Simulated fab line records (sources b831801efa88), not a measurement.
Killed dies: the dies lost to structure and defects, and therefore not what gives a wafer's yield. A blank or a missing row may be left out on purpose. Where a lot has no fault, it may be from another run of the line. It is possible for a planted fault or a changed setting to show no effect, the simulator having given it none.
The same fault as seen by 2 desks | flow gf180mcu | only its own numbers are on each desk; what lay behind them is given at the end

## THE METROLOGY DESK
What the gauges read, lot by lot, whatever tool the lot ran on: means of the sampled wafers that have a number. If a lot's mean is further than 4 standard deviations from the usual mean, the lot is out of limits and carries the mark OUT (the distance appears in the brackets).
Columns: A = V5_W_THK at GF_V5_THK_MEAS_25, usual 360 nm; B = TOP_METAL_ALCU_RS at GF_TOP_METAL_RS_MEAS_05, usual 0.0326 ohm/sq; C = TOP_METAL_ALCU_THK at GF_TOP_METAL_THK_MEAS_06, usual 910 nm; D = PASSIVATION_BOW at GF_PASSIVATION_BOW_MEAS_14, usual 134 um
lot  | first seen here | A   | B                | C             | D
L553 | day 27 05:39    | 359 | 0.0323           | 917           | 132
L556 | day 28 00:37    | 372 | 0.0330           | 905           | 123
L557 | day 28 01:44    | 362 | 0.0325           | 915           | 121
L562 | day 30 03:47    | 355 | 0.0515 (+33) OUT | 708 (-13) OUT | 140
L563 | day 30 11:25    | 347 | 0.0504 (+31) OUT | 716 (-13) OUT | 153
L569 | day 32 00:57    | 357 | 0.0323           | 917           | 123
L571 | day 32 13:40    | 366 | 0.0320           | 924           | 144
L572 | day 32 20:26    | 358 | 0.0320           | 918           | 118
L575 | day 33 11:35    | 356 | 0.0322           | 918           | 126
L576 | day 33 19:22    | 349 | 0.0332           | 888           | 156
This desk finds L562, L563 out of limits, with the earliest case on L562 at day 30 04:22 (TOP_METAL_ALCU_RS at GF_TOP_METAL_RS_MEAS_05). Within limits: L553, L556, L557, L569, L571, L572, L575, L576.

## AT THE TOOL OWNER'S DESK: pvdSputter-01
The tool's own readings at GF_TOP_METAL_SPUTTER_02 (material AlCu, target thk 900 nm, time 47.82 s): means of the sampled wafers that have a number, for each lot that ran on this tool. If a lot's mean is further than 4 standard deviations from the usual mean, the lot is out of limits and carries the mark OUT (the distance appears in the brackets).
Columns: A = cathodeDcPowerW at GF_TOP_METAL_SPUTTER_02, usual 10600 W; B = throttleValvePct at GF_TOP_METAL_SPUTTER_02, usual 30.4 %
lot  | first seen here | A     | B
L556 | day 28 01:06    | 10599 | 30.1
L557 | day 28 02:13    | 10600 | 29.7
L562 | day 30 04:17    | 10599 | 30.1
L563 | day 30 11:57    | 10602 | 30.0
L576 | day 33 19:52    | 10600 | 28.7
Finding of this desk: none of the 5 lots has anything out of limits.

## TAKEN TOGETHER
L562, L563 would have let the metrology desk raise an alarm at day 30 04:22.
Nothing out of limits was seen by the tool owner's desk.
Tool owner's desk: L562, L563 on record, inside its limits.
GF_TOP_METAL_SPUTTER_02 was run on pvdSputter-01 by each of the lots named.

## WHAT WAS PUT IN BY THE SIMULATOR
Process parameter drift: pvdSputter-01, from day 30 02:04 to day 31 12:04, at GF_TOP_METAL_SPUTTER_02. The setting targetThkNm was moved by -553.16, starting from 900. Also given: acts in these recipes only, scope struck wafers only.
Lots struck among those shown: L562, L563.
Hours from the fault's start to each desk's first reading out of limits: the metrology desk, 2.
